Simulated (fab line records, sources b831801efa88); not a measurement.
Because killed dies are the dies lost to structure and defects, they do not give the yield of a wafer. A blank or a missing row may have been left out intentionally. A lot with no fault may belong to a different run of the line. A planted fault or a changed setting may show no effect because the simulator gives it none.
Which tool was responsible? | flow sky130 | 6 lots, 18 wafers sampled, at 2 steps of a route of 708

== WHAT THE GAUGES SHOWED, per wafer ==
SKY_GATE_OXIDE_THK_MEAS_02.
lot  | measured     | on            | GATE_OXIDE_OXIDATION_00_THK (nm)
L163 | day 13 02:03 | film_metro-01 | 10.26 10.40 10.41
L166 | day 13 21:52 | film_metro-03 | 10.44 10.44 10.48
L168 | day 14 14:23 | film_metro-03 | 10.12 10.27 10.30
L170 | day 15 01:52 | film_metro-01 | 10.24 10.27 10.42
L172 | day 16 03:04 | film_metro-02 | 10.46 10.41 10.45
L183 | day 20 02:58 | film_metro-03 | 13.61 13.50 13.58

== WHICH TOOL RAN EACH LOT (tool, then ch and the chambers of the sampled wafers, then the start) ==
lot  | SKY_GATE_OXIDE_OXIDATION_01
L163 | furnace-01 ch 0, day 13 00:38
L166 | furnace-01 ch 0, day 13 20:26
L168 | furnace-01 ch 0, day 14 12:58
L170 | furnace-02 ch 0, day 15 00:26
L172 | furnace-02 ch 0, day 16 01:39
L183 | furnace-01 ch 0, day 20 01:32
- SKY_GATE_OXIDE_OXIDATION_01: stabilise 600 s, purge 300 s, target thk 10.268 nm.

== THE ANSWER, worked out from the rows above alone ==
Rule: usual is defined by the lots themselves. Put in order of their means at a reading, lots are off if they are a third of the lots or fewer, leave a main group of 4 or more, and stand apart from it by a gap of 3 or more times the standard deviation of the main group's means; of several such gaps the widest counts. A main group whose means are all the same, to the digits that the tables above print for the reading, isn't used. A lot without any number at a reading at which 4 lots or more have one is off too. All remaining lots with rows at the step are treated as sound.
Off: L183, seen at SKY_GATE_OXIDE_THK_MEAS_02 (GATE_OXIDE_OXIDATION_00_THK). Main group: mean 10.36 nm, sd 0.083.
If a tool, at a process step before that reading, ran all the lots that are off and no sound lot after the first of them, it fits. Gauges at SKY_GATE_OXIDE_THK_MEAS_02: tried the same way as those tools. This does not decide it: 2 tools fit, namely furnace-01 at SKY_GATE_OXIDE_OXIDATION_01 and film_metro-03 at SKY_GATE_OXIDE_THK_MEAS_02.

== WHAT HAD BEEN PUT IN BY THE SIMULATOR ==
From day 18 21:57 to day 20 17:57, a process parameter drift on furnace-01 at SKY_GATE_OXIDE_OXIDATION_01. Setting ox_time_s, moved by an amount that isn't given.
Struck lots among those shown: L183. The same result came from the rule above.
